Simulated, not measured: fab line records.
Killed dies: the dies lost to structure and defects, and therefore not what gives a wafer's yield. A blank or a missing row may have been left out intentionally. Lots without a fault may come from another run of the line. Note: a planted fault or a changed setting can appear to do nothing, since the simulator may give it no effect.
A struck lot beside a sound one -- flow gf180mcu -- 16 out of 602 route steps
Sound: wafers L896.1, L896.3, L896.5. The struck wafers were L911.1, L911.3, L911.4. At the end, the cause is stated.
At each step with rows: each side's tool, then ch and its chambers, then its first start. Under that, the readings that differ: sound wafers -- struck wafers -- difference of the means -- sigmas: that difference in standard deviations of wafers without a fault.
alike: readings whose means differ by less than 2 such deviations, and words and numbers that are the same on both sides. not compared: withheld readings, readings that some wafer has no value for, bounds like >300 that may hide the same value, and numbers for which the record gives no deviation and whose values overlap.
A row with sigmas, a row that says differs or no value, or rows on one side alone: a step with any of these is where the two part. Numbers that don't overlap but have no deviation are shown without sigmas and don't part them. A reading that every wafer of one side lacks parts them only if that side has two wafers or more.

GF_POLY_GATE_ETCH_13: etches poly-Si in HBr/Cl2, stops on SiO2, target depth 198.5 nm, time 69.6 s.
  sound on rieSi-01 ch 1,2,3, day 10 17:11; struck on rieSi-01 ch 1,2,3, day 15 04:44
  alike: drypumpMotorCurrentA, heBacksideLeakSccm, oesProductAu, rfFwdPowerW, throttleValvePct
  not compared: rfHoursCounterH
GF_POLY_GATE_STRIP_14: strips in O2/N2.
  sound on plasmaAsher-02 ch 0,1, day 10 17:14; struck on plasmaAsher-03 ch 0,1, day 15 04:47
  alike: drypumpMotorCurrentA, heaterPowerW, oesProductAu
  not compared: rfHoursCounterH
then, 2 steps without rows for these wafers: GF_POLY_GATE_CLEAN_15 (cleans in SC1/SC2, time 150 s); GF_POLY_GATE_OXIDATION_16 (stabilise 600 s, purge 300 s, target thk 4 nm).
GF_POLY_GATE_THK_MEAS_17:
  sound on filmMetro-03 at day 10 18:38; struck on filmMetro-02 at day 15 06:20
reading,sound,struck,difference,sigmas
POLY_GATE_OXIDATION_THK (nm),3.95 3.92 3.93,4.12 4.20 4.27,+0.26,+2
GF_POLY_GATE_CD_MEAS_18:
  sound on cdSem-02 at day 10 18:42; struck on cdSem-01 at day 15 06:23
  alike: cdNm
then, 6 steps without rows for these wafers: GF_HV_LDD_DEHYDRATE_00 (time 60 s); GF_HV_LDD_HMDS_01 (prime time 60 s); GF_HV_LDD_COAT_02 (resist thk 1000 nm); GF_HV_LDD_SOFTBAKE_03 (time 60 s); GF_HV_LDD_EXPOSE_04 (exposes mask Nplus LV AREA, target cd 400 nm); GF_HV_LDD_PEB_05.
GF_HV_LDD_DEVELOP_06: develop time 60 s.
  sound on lithoTrack-03 ch 0, day 11 12:47; struck on lithoTrack-04 ch 0, day 16 03:56
reading,sound,struck,difference,sigmas
developerTempC (C),23.02 22.97 22.86,20.81 20.70 20.74,-2.20,-20
GF_HV_LDD_CD_MEAS_07 targets a cd of 400 nm.
  sound on cdSem-02 at day 11 12:56; struck on cdSem-02 at day 16 04:05
reading,sound,struck,difference,sigmas
cdNm (nm),398.8 397.3 398.4,407.8 408.0 408.3,+9.9,+4
GF_HV_LDD_OVL_MEAS_08:
  sound on overlay-02 at day 11 13:04; struck on overlay-01 at day 16 04:12
  alike: HV_LDD_OVL
-- the record jumps here: 18 days lie between the struck wafers' starts before and after (it left off in module HV_LDD and takes up again in module PASSIVATION, whose first step shown is number 602 of the route) --
GF_PASSIVATION_PROBE_99:
  only the struck wafers here have rows in the record (prober-01, day 34 08:05); the sound ones have none

WHERE THEY PART
First at GF_POLY_GATE_THK_MEAS_17; last, within this record, at GF_PASSIVATION_PROBE_99.

WHY: what the simulator had put in
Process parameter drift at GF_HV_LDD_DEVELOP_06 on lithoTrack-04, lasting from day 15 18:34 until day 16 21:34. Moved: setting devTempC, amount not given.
